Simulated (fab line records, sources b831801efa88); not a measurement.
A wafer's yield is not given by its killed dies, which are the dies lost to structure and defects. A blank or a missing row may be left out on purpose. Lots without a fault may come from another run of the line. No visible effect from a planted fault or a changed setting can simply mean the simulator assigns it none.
2 desks looking at one fault | flow gf180mcu | every desk sees just its own numbers, and what lay behind them comes last

## THE TOOL OWNER'S DESK: lithoTrack-02
The tool's own readings at GF_DUAL_GATE_COAT_06 (resist thk 1000 nm): means of the sampled wafers that have a number, for each lot that ran on this tool. If a lot's mean is further than 4 standard deviations from the usual mean, the lot is out of limits and carries the mark OUT (the distance appears in the brackets).
Columns: A = chillPlateTempC at GF_DUAL_GATE_COAT_06, usual 22.98 C
lot  | first seen here | A
L845 | day 8 07:48     | 22.99
L846 | day 8 15:01     | 23.15
L849 | day 9 09:16     | 23.12
L850 | day 9 15:24     | 22.96
L855 | day 11 05:39    | 22.96
L856 | day 11 12:37    | 22.90
L857 | day 11 16:58    | 23.04
L859 | day 12 08:25    | 22.99
L861 | day 12 18:57    | 22.90
Finding of this desk: none of the 9 lots has anything out of limits.

## FROM THE METROLOGY DESK
What the gauges read for every lot (on any tool): the sampled wafers with a number, averaged. If a lot's mean is further than 4 standard deviations from the usual mean, the lot is out of limits and carries the mark OUT (the distance appears in the brackets).
Columns: A = VT_IMPLANT_TW at GF_VT_IMPLANT_TW_MEAS_10, usual 562.5; B = VT_IMPLANT_01_OVL at GF_VT_IMPLANT_OVL_MEAS_18, usual -0.2 nm; C = POLY_GATE_OVL at GF_POLY_GATE_OVL_MEAS_11, usual -3 nm
lot  | first seen here | A     | B    | C
L845 | day 5 22:56     | 564.3 | 0.2  | -3
L846 | day 6 04:53     | 561.0 | 0.5  | -0
L849 | day 6 21:26     | 566.1 | 0.4  | -7
L850 | day 7 04:03     | 564.6 | -0.0 | -4
L851 | day 7 09:29     | 563.0 | -0.1 | -7
L853 | day 7 21:20     | 563.0 | -1.2 | -2
L855 | day 8 14:12     | 567.0 | 0.2  | -5
L856 | day 8 18:58     | 561.1 | -1.9 | -5
L857 | day 9 00:14     | 561.9 | 1.2  | -1
L858 | day 9 05:43     | 561.5 | -0.4 | -10
L859 | day 9 13:13     | 562.0 | -1.1 | 0
L860 | day 9 18:34     | 562.0 | 1.0  | -2
L861 | day 10 00:19    | 563.4 | 0.4  | -3
L863 | day 10 10:58    | 565.7 | -1.2 | 3
Finding of this desk: none of the 14 lots has anything out of limits.

## ALL TOGETHER
The tool owner's desk saw nothing out of limits.
At the metrology desk, nothing out of limits was observed.

## WHAT THE SIMULATOR PUT IN
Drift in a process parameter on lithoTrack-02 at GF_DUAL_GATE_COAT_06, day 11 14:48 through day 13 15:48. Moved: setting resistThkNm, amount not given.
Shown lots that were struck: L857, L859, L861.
